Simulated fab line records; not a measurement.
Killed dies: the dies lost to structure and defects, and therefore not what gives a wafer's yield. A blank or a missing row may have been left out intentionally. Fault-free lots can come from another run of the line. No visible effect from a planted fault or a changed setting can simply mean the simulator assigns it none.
Matching of chambers + flow gf180mcu + cmp-02 running GF_V4_CMP_26: 4 sister chambers
The step polishes, stops on SiO2, t overpolish 15 s, target thk 0 nm. 8 wafers are shown with their chamber, then 9 later ones without.

WAFERS, EACH WITH ITS CHAMBER
| wafer  | chamber | motor-current-A (A) | time-to-endpoint-s (s) |
|--------|---------|---------------------|------------------------|
| L689.2 | 1       | 10.1                | 80.1                   |
| L689.5 | 0       | 11.1                | 87.3                   |
| L690.4 | 2       | 10.5                | 79.8                   |
| L690.5 | 3       | 10.2                | 81.5                   |
| L690.6 | 0       | 10.5                | 77.9                   |
| L691.1 | 2       | 9.9                 | 81.4                   |
| L691.3 | 1       | 10.5                | 80.2                   |
| L691.4 | 3       | 10.8                | 84.9                   |

WAFERS MISSING THEIR CHAMBER
| wafer  | motor-current-A (A) | time-to-endpoint-s (s) |
|--------|---------------------|------------------------|
| L695.1 | 11.1                | 83.8                   |
| L695.3 | 11.5                | 81.8                   |
| L695.5 | 10.4                | 80.5                   |
| L697.1 | 10.7                | 86.3                   |
| L697.2 | 10.6                | 83.8                   |
| L697.6 | 10.2                | 84.6                   |
| L698.1 | 10.8                | 84.7                   |
| L698.2 | 10.4                | 85.8                   |
| L698.4 | 10.4                | 84.3                   |

THE CHAMBER EACH PASSED THROUGH
| wafer  | from the rows above               | in truth |
|--------|-----------------------------------|----------|
| L695.1 | can't be placed: 0 or 3 or 1 or 2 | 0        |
| L695.3 | can't be placed: 0 or 3 or 1 or 2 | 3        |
| L695.5 | can't be placed: 1 or 2 or 3 or 0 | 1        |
| L697.1 | can't be placed: 3 or 0 or 1 or 2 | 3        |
| L697.2 | can't be placed: 3 or 0 or 1 or 2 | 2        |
| L697.6 | can't be placed: 3 or 2 or 1 or 0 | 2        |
| L698.1 | can't be placed: 0 or 3 or 1 or 2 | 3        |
| L698.2 | can't be placed: 3 or 0 or 2 or 1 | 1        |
| L698.4 | can't be placed: 3 or 0 or 2 or 1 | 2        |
Correct placement for 0 of the 9. Cannot be placed on the basis of these rows: 9; the candidates contain the true chamber in 9. Wrongly placed: 0.
How it was worked out, from the rows above alone: a wafer's distance from a chamber is the root of the sum, over the readings, of the square of ((its reading less the chamber's mean) divided by the reading's scatter). The wafer belongs to the nearest chamber; if the next one is less than 2 further off, it can't be placed. A chamber's mean is the mean of its shown wafers. The scatter: the root of (the sum of the squares of (reading less its chamber's mean) over the shown wafers, divided by (wafers less chambers)).
